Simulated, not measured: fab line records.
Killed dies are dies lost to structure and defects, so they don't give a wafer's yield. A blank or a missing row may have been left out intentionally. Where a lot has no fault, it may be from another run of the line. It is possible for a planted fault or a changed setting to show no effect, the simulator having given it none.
Struck lot and sound lot, side by side -- flow gf180mcu -- 14 out of 602 route steps
Sound: these wafers, L481.3, L481.5, L481.6. Wafers L471.1, L471.4, L471.6 were the ones struck. The cause is given at the end.
Order at every step that has rows: each side's tool, ch and its chambers, its first start. Under that, the readings that differ: sound wafers -- struck wafers -- difference of the means -- sigmas: that difference in standard deviations of wafers without a fault.
alike: a reading whose means differ by less than 2 such deviations, as well as words and numbers matching on both sides. not compared: withheld readings; readings where some wafer has no value; bounds like >300 that might hide an equal value; numbers whose values overlap and for which the record gives no deviation.
The two part at a step that has a row with sigmas, a row that says differs or no value, or rows on one side only. Non-overlapping numbers with no deviation appear without sigmas and do not part them. Lack of a reading on every wafer of one side parts them only where that side has two or more wafers.

first, 1 step without rows for these wafers: GF_VT_IMPLANT_IMPLANT_41.
GF_VT_IMPLANT_STRIP_42: strips in O2/N2.
  sound on plasma asher-04 ch 0,1, day 11 17:03; struck on plasma asher-04 ch 0, day 8 20:14
  alike: drypump motor current A, heater power w, oes product au, strip time to endpoint s
  not compared: rf hours counter h
GF_VT_IMPLANT_TW_MEAS_43:
  sound: film metro-04 at day 11 17:08; struck: film metro-04 at day 8 20:20
  alike: VT_IMPLANT_4_TW
then, 1 step without rows for these wafers: GF_VT_IMPLANT_CLEAN_44 (cleans in SC1/SC2, time 150 s).
GF_VT_IMPLANT_RTA_45: time 30 s.
  sound on rtp anneal-01 ch 0, day 11 17:16; struck on rtp anneal-01 ch 0, day 8 20:26
  alike: anneal temp c max, lamp power pct, wafer_temp_C_max
GF_VT_IMPLANT_RS_MEAS_46: uses a four-point probe to measure.
  sound: film metro-02 at day 11 17:22; struck: film metro-01 at day 8 20:32
  alike: MVSD_RS
GF_VT_IMPLANT_RS_MEAS_47: uses a four-point probe to measure.
  sound: film metro-02 at day 11 17:29; struck: film metro-01 at day 8 20:40
  alike: NWELL_RS
GF_VT_IMPLANT_RS_MEAS_48: uses a four-point probe to measure.
  sound: film metro-02 at day 11 17:37; struck: film metro-01 at day 8 20:47
  alike: LVPWELL_RS
GF_VT_IMPLANT_RS_MEAS_49: uses a four-point probe to measure.
  sound: film metro-02 at day 11 17:44; struck: film metro-01 at day 8 20:54
  alike: MVPSD_RS
then, 3 steps without rows for these wafers: GF_VT_IMPLANT_WET_ETCH_50 (etches SiO2 in dHF, target depth 20 nm, time 400 s); GF_DUAL_GATE_CLEAN_00 (cleans in SC1/SC2, time 150 s); GF_DUAL_GATE_CLEAN_01 (cleans in dHF, time 20 s).
GF_DUAL_GATE_OXIDATION_02: stabilise 600 s, purge 300 s, target thk 10.887 nm.
  struck on furnace-01, day 8 21:13; sound on furnace-01 ch 0, day 11 18:00
  no value came back on the struck wafers for any of 7 readings (ox temp c (C), ox temp c max and others); on the sound wafers ox temp c (C) reads 900.4 900.1 899.9
then, 1 step without rows for these wafers: GF_DUAL_GATE_DEHYDRATE_04 (time 60 s).

## WHERE THEY PART
GF_DUAL_GATE_OXIDATION_02 only, going by this record.

WHY: what the simulator had put in
Skipped step whole: furnace-01, from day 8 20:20 on, at GF_DUAL_GATE_OXIDATION_02. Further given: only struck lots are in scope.
